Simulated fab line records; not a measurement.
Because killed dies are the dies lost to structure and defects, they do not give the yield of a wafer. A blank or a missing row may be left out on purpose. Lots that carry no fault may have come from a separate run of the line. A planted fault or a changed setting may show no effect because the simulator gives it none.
Problem report in the 8D (eight disciplines) form, filled by code | flow gf180mcu | the parts of the form that need people (team, actions taken, sign-off) are left out

== 1. WHAT IS WRONG ==
Wafers free of any fault read 0.328 ohm/sq (standard deviation 0.0034) for V2_W_RS at GF_V2_RS_MEAS_24, against a mean of 0.250 ohm/sq on 5 wafers of 3 lots. Relative to the usual mean, that is a shift of -23 standard deviations.
The step: measures by four-point-probe.
Seen first at day 24 17:03 on film metro-04, wafer L461.4. At this step, 30 wafers from 10 lots have a number in the record. Rule for "out", or "out of limits": more than 4 standard deviations from the usual mean. The rest of the wafers with a number are treated as sound.

== 2. WHAT IT IS, AND WHAT IT ISN'T ==
question                    | is                                     | is not
which readings at this step | V2_W_RS                                | -
which lots                  | L461, L462, L463                       | L452, L455, L458, L460, L464, L471, L472
which wafers of those lots  | L461.4, L461.5, L462.2, L462.6, L463.2 | L461.6, L462.1, L463.1, L463.4
read on which gauges        | film metro-01, film metro-04           | film metro-03
when                        | from day 24 17:03                      | up to then (13 sound wafers); but 12 sound wafers of L462, L463, L464, L471, L472 came after

== 3. THE SUSPECTS, EACH WITH WHAT RULES IT OUT ==
Counting: a tool at a process step up to the reading stays a suspect if it ran every lot that is out. Sound lots after the first of them don't rule it out here, since some wafers of a struck lot are sound.
- ruled out: the gauge at GF_V2_RS_MEAS_24. Those wafers that are out were read across 2 gauges (film metro-01, film metro-04).
- plasma asher-03 at GF_M2_STRIP_17 (strips in O2/N2): kept. Every lot that is out went through it, the first being L461 (day 23 16:34); the last sound lot it ran before that was L458 (day 22 14:56).
- cvd w-02 at GF_V2_CVD_23 (deposits W, target thk 350 nm, time 104.94 s): kept. Every lot that is out went through it, the first being L461 (day 24 16:55); the last sound lot it ran before that was L460 (day 24 06:55). Its own susceptor temp C readings are out on those wafers.
- Within cvd w-02 at GF_V2_CVD_23: the wafers that are out ran in chamber 1; their sound lot-mates ran in chamber 0.
Remaining after the count are plasma asher-03 at GF_M2_STRIP_17 and cvd w-02 at GF_V2_CVD_23.

== 4. THE CAUSE (what the simulator had put in) ==
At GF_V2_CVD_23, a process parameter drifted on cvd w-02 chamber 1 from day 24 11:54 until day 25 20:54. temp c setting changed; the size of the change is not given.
This tool is one of the 2 suspects left after counting.

== 5. THE EFFECT CHAIN, in route order ==
Each row: a reading whose mean over the struck wafers that have a number lies more than 3 standard deviations from the usual. Only readings whose record carries a usual standard deviation are examined. hours: median over the lots of the time between each lot's start at the first step of this table that gives one and its start at this step. sigmas: the change, counted in usual standard deviations.
hours | step              | reading            | usual        | on struck wafers | change | sigmas
0     | GF_V2_CVD_23      | susceptor temp C   | 400.01 C     | 415.22           | +15.21 | +69
0     | GF_V2_RS_MEAS_24  | V2_W_RS            | 0.328 ohm/sq | 0.250            | -0.078 | -23
0     | GF_V2_THK_MEAS_25 | V2_W_THK           | 357 nm       | 471              | +114   | +27
0     | GF_V2_CMP_26      | time to endpoint s | 83 s         | 108              | +25    | +6.6
It contains these process steps:
- GF_V2_CVD_23: deposits W, target thk 350 nm, time 104.94 s.
- GF_V2_CMP_26: polishes, stops on SiO2, t overpolish 15 s, target thk 0 nm.

== 6. WHAT WOULD HAVE CAUGHT IT SOONER ==
The first out-of-limits reading at a measuring or inspecting step in this record came at day 24 17:03, 5 hours after the fault's start at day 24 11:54.
At GF_V2_CVD_23, the tool's own readings (susceptor temp C) were out on each struck wafer the step has a row for, so an alarm limit on them would have fired on the first such wafer.
Of the lots that are out (3), L462, L463 began GF_V2_CVD_23 on cvd w-02 after day 24 17:03. A hold on the tool at that time would have spared those 2.
